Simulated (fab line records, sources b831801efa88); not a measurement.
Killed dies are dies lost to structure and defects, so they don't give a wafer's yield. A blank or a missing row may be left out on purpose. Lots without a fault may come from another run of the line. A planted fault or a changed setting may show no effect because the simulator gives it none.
Which tool did it? | flow sky130 | 24 lots, 72 wafers sampled, at 4 steps of a route of 708

WHAT THE GAUGES READ, wafer by wafer
SKY_LDD_N_OVL_MEAS_07.
lot  | measured     | on         | LDD_N_OVL (nm)
L074 | day 17 08:15 | overlay-01 | 2.3 1.4 0.8
L075 | day 17 21:06 | overlay-01 | -2.5 -0.6 -0.7
L076 | day 19 21:41 | overlay-02 | 1.9 1.1 -0.8
L077 | day 19 21:44 | overlay-01 | 1.8 0.4 1.7
L078 | day 19 22:02 | overlay-01 | -1.2 0.7 -0.4
L080 | day 20 08:03 | overlay-02 | 2.0 3.0 3.3
L079 | day 20 08:22 | overlay-01 | 2.8 3.5 1.7
L082 | day 20 12:09 | overlay-02 | -1.4 -1.4 -0.5
L081 | day 20 13:40 | overlay-01 | 3.5 1.8 1.5
L084 | day 21 01:57 | overlay-02 | -0.8 -0.4 -0.1
L083 | day 21 08:32 | overlay-01 | -2.9 -2.0 -2.4
L085 | day 21 14:37 | overlay-01 | -0.3 -0.5 0.7
L086 | day 21 21:18 | overlay-01 | -0.8 -0.4 -0.7
L087 | day 22 07:36 | overlay-01 | -0.2 0.6 1.2
L088 | day 22 11:21 | overlay-01 | 0.4 -0.5 -0.4
L089 | day 22 22:06 | overlay-01 | -1.1 -0.9 -0.3
L090 | day 23 11:30 | overlay-02 | -1.6 -1.9 -1.7
L091 | day 23 17:09 | overlay-02 | -0.9 -0.9 -0.3
L092 | day 24 04:30 | overlay-01 | -2.2 -2.0 -1.8
L093 | day 24 15:14 | overlay-01 | 0.7 1.1 0.9
L094 | day 24 19:20 | overlay-01 | 0.6 -1.9 -0.8
L095 | day 25 00:24 | overlay-02 | 3.2 2.9 2.5
L096 | day 25 14:22 | overlay-01 | 2.2 1.3 2.3
L097 | day 25 18:33 | overlay-01 | 0.9 0.9 1.0

SKY_CONTACT_OVL_MEAS_15.
lot  | measured     | on         | CONTACT_OVL (nm)
L074 | day 31 07:09 | overlay-02 | -3 3 0
L075 | day 31 16:31 | overlay-02 | 11 8 1
L076 | day 33 08:40 | overlay-02 | -3 3 4
L077 | day 33 12:04 | overlay-02 | -6 -8 -2
L078 | day 33 10:25 | overlay-02 | -9 -6 -9
L080 | day 33 20:16 | overlay-01 | -1 -9 -6
L079 | day 33 22:27 | overlay-01 | 0 0 -11
L082 | day 34 04:55 | overlay-01 | 6 0 5
L081 | day 34 06:45 | overlay-01 | 2 -2 9
L084 | day 34 13:22 | overlay-01 | -1 -3 -4
L083 | day 34 19:31 | overlay-01 | 8 4 7
L085 | day 34 23:02 | overlay-01 | 4 0 3
L086 | day 35 03:25 | overlay-01 | -7 -9 -11
L087 | day 35 15:16 | overlay-01 | -1 5 1
L088 | day 35 16:07 | overlay-01 | 9 0 0
L089 | day 36 02:39 | overlay-02 | 0 2 -4
L090 | day 36 12:43 | overlay-02 | 4 14 3
L091 | day 36 17:00 | overlay-01 | 6 -2 8
L092 | day 37 05:58 | overlay-02 | -1 0 -3
L093 | day 37 13:28 | overlay-02 | -4 -2 2
L094 | day 37 16:50 | overlay-01 | -7 -7 -11
L095 | day 37 21:34 | overlay-02 | 1 2 0
L096 | day 38 12:05 | overlay-02 | -5 -7 4
L097 | day 38 12:40 | overlay-02 | -6 -2 -4

WHICH TOOL RAN EACH LOT (tool, then ch and the chambers of the sampled wafers, then the start)
lot  | SKY_LOCAL_INTERCONNECT_SPUTTER_00 | SKY_CONTACT_CMP_04
L074 | pvd_sputter-02, day 28 21:47      | cmp-01 ch 0,1,2, day 30 03:01
L075 | pvd_sputter-02, day 29 06:40      | cmp-02 ch 2,3, day 30 11:52
L076 | pvd_sputter-02, day 31 00:02      | cmp-02 ch 0,3, day 32 05:24
L077 | pvd_sputter-02, day 31 05:01      | cmp-02 ch 0,1,2, day 32 09:08
L078 | pvd_sputter-01, day 31 04:31      | cmp-01 ch 0,2,3, day 32 07:32
L080 | pvd_sputter-02, day 31 12:56      | cmp-01 ch 1,2, day 32 17:07
L079 | pvd_sputter-01, day 31 14:11      | cmp-01 ch 0,2, day 32 18:15
L082 | pvd_sputter-03, day 31 22:22      | cmp-02 ch 0,1,2, day 33 02:04
L081 | pvd_sputter-01, day 31 22:37      | cmp-02 ch 1,2, day 33 02:51
L084 | pvd_sputter-03, day 32 06:22      | cmp-01 ch 0,2,3, day 33 10:21
L083 | pvd_sputter-01, day 32 12:07      | cmp-01 ch 0,2,3, day 33 15:41
L085 | pvd_sputter-03, day 32 15:59      | cmp-02 ch 0,1, day 33 19:32
L086 | pvd_sputter-02, day 32 20:29      | cmp-02 ch 0,2,3, day 34 00:53
L087 | pvd_sputter-03, day 33 08:28      | cmp-01 ch 0,1,2, day 34 13:21
L088 | pvd_sputter-02, day 33 09:01      | cmp-01 ch 0,1,2, day 34 14:03
L089 | pvd_sputter-01, day 33 20:07      | cmp-02 ch 0,1,2, day 35 00:34
L090 | pvd_sputter-03, day 34 06:28      | cmp-02 ch 0,1,3, day 35 10:23
L091 | pvd_sputter-03, day 34 10:31      | cmp-01 ch 1,3, day 35 14:57
L092 | pvd_sputter-02, day 35 00:22      | cmp-02 ch 0,1,2, day 36 03:33
L093 | pvd_sputter-02, day 35 08:28      | cmp-01 ch 1,2,3, day 36 11:26
L094 | pvd_sputter-03, day 35 10:41      | cmp-02 ch 0,1,2, day 36 13:47
L095 | pvd_sputter-01, day 35 15:47      | cmp-01 ch 0,3, day 36 18:34
L096 | pvd_sputter-03, day 36 05:50      | cmp-02 ch 0,2,3, day 37 09:04
L097 | pvd_sputter-02, day 36 06:28      | cmp-01 ch 1,2,3, day 37 09:46
- SKY_LOCAL_INTERCONNECT_SPUTTER_00: material TiN, target thk 100 nm, time 83.3 s.
- SKY_CONTACT_CMP_04: polishes SiO2.

WHAT THE TOOLS THEMSELVES READ (means of the sampled wafers that have a number; where no wafer has one, the mark that the record gives instead)
SKY_LOCAL_INTERCONNECT_SPUTTER_00.
lot  | tool           | throttle_valve_pct (%)
L074 | pvd_sputter-02 | 27.8
L075 | pvd_sputter-02 | 29.2
L076 | pvd_sputter-02 | 28.4
L077 | pvd_sputter-02 | 29.2
L078 | pvd_sputter-01 | 30.6
L080 | pvd_sputter-02 | 28.3
L079 | pvd_sputter-01 | 30.1
L082 | pvd_sputter-03 | 29.9
L081 | pvd_sputter-01 | 31.3
L084 | pvd_sputter-03 | 29.9
L083 | pvd_sputter-01 | 30.5
L085 | pvd_sputter-03 | 30.3
L086 | pvd_sputter-02 | 28.3
L087 | pvd_sputter-03 | 30.1
L088 | pvd_sputter-02 | 30.2
L089 | pvd_sputter-01 | 31.3
L090 | pvd_sputter-03 | 30.1
L091 | pvd_sputter-03 | 30.2
L092 | pvd_sputter-02 | 29.6
L093 | pvd_sputter-02 | 30.4
L094 | pvd_sputter-03 | 30.1
L095 | pvd_sputter-01 | 30.8
L096 | pvd_sputter-03 | 30.3
L097 | pvd_sputter-02 | 28.2

SKY_CONTACT_CMP_04.
lot  | tool   | edge_zone_pressure_frac | motor_current_A (A) | time_to_endpoint_s (s)
L074 | cmp-01 | 1.003                   | 11.5                | 80
L075 | cmp-02 | 1.002                   | 12.6                | 85
L076 | cmp-02 | 1.002                   | 10.3                | 85
L077 | cmp-02 | 1.002                   | 12.9                | 85
L078 | cmp-01 | 1.002                   | 11.5                | 82
L080 | cmp-01 | 0.998                   | 12.6                | 83
L079 | cmp-01 | 0.997                   | 11.2                | 85
L082 | cmp-02 | 1.001                   | 12.9                | 88
L081 | cmp-02 | 1.005                   | 13.7                | 90
L084 | cmp-01 | 1.003                   | 11.5                | 88
L083 | cmp-01 | 1.001                   | 11.7                | 86
L085 | cmp-02 | 0.995                   | 12.0                | 85
L086 | cmp-02 | 0.997                   | 11.5                | 83
L087 | cmp-01 | 1.001                   | 11.5                | 81
L088 | cmp-01 | 1.001                   | 11.7                | 80
L089 | cmp-02 | 0.998                   | 12.5                | 86
L090 | cmp-02 | 0.996                   | 11.5                | 83
L091 | cmp-01 | 0.998                   | 11.2                | 79
L092 | cmp-02 | 1.002                   | 12.5                | 84
L093 | cmp-01 | 0.999                   | 11.7                | 84
L094 | cmp-02 | 1.004                   | 12.5                | 84
L095 | cmp-01 | 1.001                   | 10.5                | 83
L096 | cmp-02 | 1.002                   | 11.3                | 89
L097 | cmp-01 | 1.000                   | 11.4                | 79

THE ANSWER, worked out from the rows above alone
Rule: what is usual is taken from the lots themselves. Put in order of their means at a reading, lots are off if they are a third of the lots or fewer, leave a main group of 4 or more, and stand apart from it by a gap of 3 or more times the standard deviation of the main group's means; of several such gaps the widest counts. A main group whose means are all the same, to the digits that the tables above print for the reading, isn't used. A lot without any number at a reading at which 4 lots or more have one is off too. The other lots that the step has rows for count as sound. The gauges are gone through in route order, then the tools' own readings, and for those a lot's mean is taken as printed above. The first step at which some lot is off is used, and at that step the reading that is off furthest; a lot without a number counts as furthest.
No lot is off at any reading shown: from this, nothing can be told.

WHAT THE SIMULATOR HAD PUT IN
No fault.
